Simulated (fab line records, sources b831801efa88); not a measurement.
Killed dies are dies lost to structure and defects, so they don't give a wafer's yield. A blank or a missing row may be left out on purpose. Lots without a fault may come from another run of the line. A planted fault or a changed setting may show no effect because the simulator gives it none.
Which tool did it? | flow sky130 | 12 lots, 36 wafers sampled, at 3 steps of a route of 708

WHAT THE GAUGES READ, wafer by wafer
SKY_FIELD_ISO_BOW_MEAS_00.
lot  | measured    | on            | INCOMING_BOW (um)
L231 | day 1 10:00 | film_metro-02 | 1 -5 -2
L242 | day 3 17:00 | film_metro-04 | 2 -12 -5
L243 | day 3 22:00 | film_metro-02 | 0 5 -7
L244 | day 4 03:02 | film_metro-03 | 4 -3 6
L245 | day 4 08:00 | film_metro-04 | -2 3 0
L246 | day 4 13:01 | film_metro-02 | 0 -4 -1
L247 | day 4 18:00 | film_metro-04 | -3 1 8
L250 | day 5 09:00 | film_metro-03 | -7 4 6
L251 | day 5 14:00 | film_metro-04 | 5 9 9
L252 | day 5 19:00 | film_metro-03 | 4 6 -13
L253 | day 6 00:00 | film_metro-02 | 6 14 -8
L254 | day 6 05:01 | film_metro-02 | -4 7 2

SKY_FIELD_ISO_THK_MEAS_02.
lot  | measured    | on            | FIELD_ISO_OXIDATION_00_THK (nm)
L231 | day 1 12:11 | film_metro-03 | 11.86 11.93 11.98
L242 | day 3 20:55 | film_metro-04 | 15.77 15.60 15.59
L243 | day 4 01:14 | film_metro-04 | 15.21 15.39 15.19
L244 | day 4 04:39 | film_metro-02 | 12.30 12.01 12.10
L245 | day 4 09:38 | film_metro-02 | 12.11 12.10 12.10
L246 | day 4 14:59 | film_metro-02 | 12.16 12.01 12.06
L247 | day 4 19:38 | film_metro-02 | 12.35 12.46 12.47
L250 | day 5 11:31 | film_metro-03 | 12.46 12.06 12.21
L251 | day 5 17:15 | film_metro-03 | 12.55 12.53 12.28
L252 | day 5 20:38 | film_metro-03 | 12.20 12.24 12.13
L253 | day 6 01:44 | film_metro-03 | 11.95 12.10 11.91
L254 | day 6 06:38 | film_metro-03 | 12.15 12.10 12.07

SKY_PWDE_OVL_MEAS_07.
lot  | measured    | on         | PWDE_OVL (nm)
L231 | day 3 19:39 | overlay-01 | 0.4 -1.5 -2.3
L242 | day 6 12:57 | overlay-01 | -2.7 -1.5 -1.8
L243 | day 6 18:29 | overlay-02 | -2.5 0.5 -1.2
L244 | day 7 01:04 | overlay-01 | -2.5 -1.0 0.0
L245 | day 7 06:45 | overlay-02 | 1.5 1.8 0.0
L246 | day 7 05:48 | overlay-01 | 1.3 -1.2 -0.6
L247 | day 7 13:15 | overlay-01 | -0.6 -1.0 -1.1
L250 | day 8 08:24 | overlay-02 | -0.9 -0.5 -0.3
L251 | day 8 12:51 | overlay-02 | 1.2 0.8 -0.1
L252 | day 8 19:24 | overlay-02 | 2.2 2.4 -0.1
L253 | day 9 01:24 | overlay-01 | 0.6 0.8 1.8
L254 | day 9 05:55 | overlay-02 | -3.6 -1.9 -0.1

WHICH TOOL RAN EACH LOT (tool, then ch and the chambers of the sampled wafers, then the start)
The record holds no process step before these readings.

WHAT THE TOOLS THEMSELVES READ (means of the sampled wafers that have a number; where no wafer has one, the mark that the record gives instead)
The record holds no such reading with a usual standard deviation.

THE ANSWER, worked out from the rows above alone
Rule: what is usual is taken from the lots themselves. Put in order of their means at a reading, lots are off if they are a third of the lots or fewer, leave a main group of 4 or more, and stand apart from it by a gap of 3 or more times the standard deviation of the main group's means; of several such gaps the widest counts. A main group whose means are all the same, to the digits that the tables above print for the reading, isn't used. A lot without any number at a reading at which 4 lots or more have one is off too. The other lots that the step has rows for count as sound. The gauges are gone through in route order, then the tools' own readings, and for those a lot's mean is taken as printed above. The first step at which some lot is off is used, and at that step the reading that is off furthest; a lot without a number counts as furthest.
Off: L242, L243, at SKY_FIELD_ISO_THK_MEAS_02 (FIELD_ISO_OXIDATION_00_THK). The main group: mean 12.16 nm, standard deviation 0.16.
A tool fits if, at a process step before that reading, it ran every lot that is off, and no sound lot after the first of them. The gauges at SKY_FIELD_ISO_THK_MEAS_02 are tried like those tools. One fits: film_metro-04 at SKY_FIELD_ISO_THK_MEAS_02. It ran no sound lot before its first lot that is off in this sample, so the start can't be narrowed down.

WHAT THE SIMULATOR HAD PUT IN
Metrology matching offset: film_metro-04, from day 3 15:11 on, at SKY_FIELD_ISO_THK_MEAS_02. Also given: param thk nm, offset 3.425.
Lots struck among those shown: L242, L243. The rule above found the same.
